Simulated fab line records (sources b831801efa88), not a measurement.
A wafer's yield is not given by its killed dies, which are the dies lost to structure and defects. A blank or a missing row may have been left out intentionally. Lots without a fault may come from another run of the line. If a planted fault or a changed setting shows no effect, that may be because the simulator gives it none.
Which tool is to blame? ; flow sky130 ; 10 lots with 30 wafers sampled at 6 steps, on a route of 708 steps

== WHAT EACH GAUGE READ, for each wafer ==
SKY_VIA3_THK_MEAS_23: measures by xrf.
lot;measured;on;VIA3_W_THK (nm)
L515;day 40 13:10;filmMetro-02;361 369 363
L516;day 41 01:44;filmMetro-02;373 374 372
L517;day 41 09:31;filmMetro-01;384 384 385
L519;day 41 21:34;filmMetro-01;383 387 386
L522;day 42 18:25;filmMetro-03;372 365 373
L525;day 43 13:13;filmMetro-03;379 381 381
L526;day 43 18:23;filmMetro-03;376 378 382
L531;day 45 03:39;filmMetro-01;383 388 388
L533;day 45 08:05;filmMetro-01;375 382 381
L534;day 45 22:12;filmMetro-02;377 379 376

SKY_CAP2M_RS_MEAS_03: measures by four-point-probe.
lot;measured;on;CAP2M_TIN_RS (ohm/sq)
L515;day 40 13:52;filmMetro-04;6.80 6.78 6.81
L516;day 41 02:26;filmMetro-03;6.92 6.81 6.90
L517;day 41 10:13;filmMetro-04;6.81 6.80 6.81
L519;day 41 22:31;filmMetro-03;6.93 6.91 6.87
L522;day 42 19:07;filmMetro-03;6.96 6.95 6.89
L525;day 43 13:56;filmMetro-04;6.82 6.78 6.85
L526;day 43 19:06;filmMetro-01;6.77 6.80 6.83
L531;day 45 04:22;filmMetro-04;8.59 8.58 8.55
L533;day 45 08:48;filmMetro-04;8.60 8.65 8.67
L534;day 45 22:56;filmMetro-04;8.70 8.69 8.68

SKY_CAP2M_THK_MEAS_04: measures by xrf.
lot;measured;on;CAP2M_TIN_THK (nm)
L515;day 40 13:59;filmMetro-04;200.2 200.9 199.5
L516;day 41 02:33;filmMetro-03;198.4 201.4 198.8
L517;day 41 10:20;filmMetro-04;200.9 201.6 199.7
L519;day 41 22:38;filmMetro-03;198.1 199.3 198.6
L522;day 42 19:14;filmMetro-03;196.5 196.5 199.6
L525;day 43 14:03;filmMetro-04;198.4 199.4 198.1
L526;day 43 19:13;filmMetro-01;201.4 200.6 199.5
L531;day 45 04:29;filmMetro-04;159.1 159.5 161.0
L533;day 45 08:55;filmMetro-04;159.5 158.9 158.7
L534;day 45 23:01;filmMetro-04;158.2 158.4 158.2

== TOOL THAT RAN EACH LOT (tool first, then ch and the chambers of the sampled wafers, then the start) ==
lot;SKY_METAL3_DESCUM_15;SKY_VIA3_STRIP_16;SKY_CAP2M_SPUTTER_02
L515;rieMetal-04 ch 0,1, day 39 10:28;plasmaAsher-01 ch 0,1, day 40 12:16;pvdSputter-02, day 40 13:46
L516;rieMetal-04 ch 0,1, day 39 23:22;plasmaAsher-03 ch 0,1, day 41 00:49;pvdSputter-02, day 41 02:19
L517;rieMetal-03 ch 0,1, day 40 06:10;plasmaAsher-03 ch 0,1, day 41 08:37;pvdSputter-02, day 41 10:07
L519;rieMetal-01 ch 0,1, day 40 18:10;plasmaAsher-02 ch 0, day 41 20:40;pvdSputter-02, day 41 22:25
L522;rieMetal-01 ch 0,1, day 41 15:25;plasmaAsher-01 ch 0,1, day 42 17:31;pvdSputter-02, day 42 19:00
L525;rieMetal-03 ch 0,1, day 42 11:17;plasmaAsher-02 ch 0,1, day 43 12:19;pvdSputter-01, day 43 13:49
L526;rieMetal-01 ch 0,1, day 42 16:07;plasmaAsher-03 ch 0,1, day 43 17:28;pvdSputter-01, day 43 18:58
L531;rieMetal-04 ch 0,1, day 44 03:11;plasmaAsher-02 ch 0, day 45 02:25;pvdSputter-01, day 45 04:15
L533;rieMetal-04 ch 0,1, day 44 06:53;plasmaAsher-03 ch 0,1, day 45 07:07;pvdSputter-01, day 45 08:40
L534;rieMetal-04 ch 0,1, day 44 22:06;plasmaAsher-03 ch 0,1, day 45 21:12;pvdSputter-01, day 45 22:46
- SKY_METAL3_DESCUM_15: chemistry O2, time 8 s.
- SKY_VIA3_STRIP_16: strips in O2/N2.
- SKY_CAP2M_SPUTTER_02: material TiN, target thk 200 nm, time 166.7 s.

== AS READ BY THE TOOLS THEMSELVES (means over the sampled wafers that have a number; for cases with no such wafer, the mark the record gives instead) ==
SKY_METAL3_DESCUM_15.
lot;tool;drypumpMotorCurrentA (A);oesProductAu (a.u.)
L515;rieMetal-04;5.72;0.994
L516;rieMetal-04;5.57;0.987
L517;rieMetal-03;5.85;0.997
L519;rieMetal-01;5.52;1.022
L522;rieMetal-01;5.54;0.997
L525;rieMetal-03;5.74;0.995
L526;rieMetal-01;5.71;1.009
L531;rieMetal-04;5.80;1.000
L533;rieMetal-04;5.77;1.001
L534;rieMetal-04;5.57;0.998

SKY_VIA3_STRIP_16.
lot;tool;drypumpMotorCurrentA (A);oesProductAu (a.u.);stripTimeToEndpointS (s)
L515;plasmaAsher-01;5.7;0.403;4.135
L516;plasmaAsher-03;5.2;0.403;4.127
L517;plasmaAsher-03;5.2;0.403;4.140
L519;plasmaAsher-02;5.8;0.406;4.167
L522;plasmaAsher-01;5.6;0.401;4.100
L525;plasmaAsher-02;5.6;0.401;4.110
L526;plasmaAsher-03;5.4;0.403;4.113
L531;plasmaAsher-02;5.9;0.404;4.104
L533;plasmaAsher-03;5.4;0.400;4.143
L534;plasmaAsher-03;5.4;0.404;4.109

SKY_CAP2M_SPUTTER_02.
lot;tool;cathodeDcPowerW (W);throttleValvePct (%)
L515;pvdSputter-02;6500.3;30.3
L516;pvdSputter-02;6500.1;30.9
L517;pvdSputter-02;6499.0;30.4
L519;pvdSputter-02;6500.4;30.7
L522;pvdSputter-02;6500.2;31.0
L525;pvdSputter-01;6500.3;29.8
L526;pvdSputter-01;6500.8;29.7
L531;pvdSputter-01;5170.5;30.7
L533;pvdSputter-01;5169.8;29.3
L534;pvdSputter-01;5170.6;29.2

== THE ANSWER, worked out from the rows above alone ==
Rule: the lots themselves supply what counts as usual. Put in order of their means at a reading, lots are off if they are a third of the lots or fewer, leave a main group of 4 or more, and stand apart from it by a gap of 3 or more times the standard deviation of the main group's means; of several such gaps the widest counts. The tables above print the reading to a certain number of digits; a main group whose means all agree to those digits is not used. Also off: a lot with no number at a reading for which 4 or more lots have one. Any other lot the step has rows for is counted as sound. Order of review: gauges by route order, followed by the tools' own readings, for which a lot's mean as printed above is used. The first step at which some lot is off is used, and at that step the reading that is off furthest; a lot without a number counts as furthest.
Off: L531, L533, L534, seen at SKY_CAP2M_RS_MEAS_03 (CAP2M_TIN_RS). For the main group the mean is 6.85 ohm/sq and the standard deviation 0.052.
If a tool, at a process step before that reading, ran all the lots that are off and no sound lot after the first of them, it fits. Not tried: the gauges at SKY_CAP2M_RS_MEAS_03; whatever is off there is also off at SKY_CAP2M_SPUTTER_02, on other tools, and gauge error can't account for it. Can't be told from this: 2 tools fit, rieMetal-04 at SKY_METAL3_DESCUM_15, pvdSputter-01 at SKY_CAP2M_SPUTTER_02.

== WHAT HAD BEEN PUT IN BY THE SIMULATOR ==
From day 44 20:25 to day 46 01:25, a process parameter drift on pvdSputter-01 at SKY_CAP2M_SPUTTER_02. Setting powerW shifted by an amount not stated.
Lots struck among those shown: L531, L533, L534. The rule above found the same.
